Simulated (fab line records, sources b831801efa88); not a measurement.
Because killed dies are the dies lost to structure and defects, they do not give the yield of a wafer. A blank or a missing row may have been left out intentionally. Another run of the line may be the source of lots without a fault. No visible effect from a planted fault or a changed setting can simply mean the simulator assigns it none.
Matching of chambers	flow sky130	cmp-01 running SKY_CONTACT_CMP_04: 4 sister chambers
The step polishes SiO2. 16 wafers are shown with their chamber, then 8 later ones without.

WAFERS PAIRED WITH THEIR CHAMBERS
wafer	chamber	motor current A (A)	time to endpoint s (s)
L311.1	2	12.7	82
L311.3	0	9.0	81
L311.6	3	10.4	82
L312.1	2	13.0	81
L312.4	3	10.2	78
L312.5	3	10.3	78
L315.1	1	12.2	81
L315.4	0	8.7	85
L315.5	0	8.3	85
L317.1	2	13.0	81
L317.3	1	12.7	78
L317.5	2	12.3	78
L324.1	2	12.6	87
L324.2	0	9.2	83
L324.3	1	12.8	78
L326.3	2	12.6	78

SIGNATURES, as means of the wafers listed above
reading	chamber 0	chamber 1	chamber 2	chamber 3	scatter within a chamber
motor current A	8.800	12.567	12.700	10.300	0.295
time to endpoint s	83.50	79.00	81.17	79.33	2.62
Rule: for a wafer and a chamber, the distance is found by dividing, reading by reading, the gap between the wafer's reading and the chamber's mean by the reading's scatter, squaring, summing and taking the root. The wafer belongs to the nearest chamber; if the next one is less than 2 further off, it can't be placed. The scatter: take each reading less its chamber's mean, square it, sum over the shown wafers, divide by the number of wafers less the number of chambers, and take the root.

WAFERS WITH NO CHAMBER GIVEN
wafer	motor current A (A)	time to endpoint s (s)
L326.5	13.0	76
L326.6	8.6	81
L333.1	11.8	80
L333.2	10.9	80
L333.6	8.4	80
L334.1	8.5	84
L334.2	13.1	83
L334.6	12.8	85

WHICH CHAMBER EACH ONE RAN IN
wafer	from the rows above	in truth
L326.5	can't be placed: 1 or 2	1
L326.6	0	0
L333.1	can't be placed: 1 or 2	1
L333.2	3	3
L333.6	0	0
L334.1	0	0
L334.2	can't be placed: 2 or 1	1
L334.6	can't be placed: 2 or 1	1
Correct placement for 4 of the 8. From these rows, 4 cannot be placed; in 4 the true chamber is one of the candidates. Wrongly placed: 0.
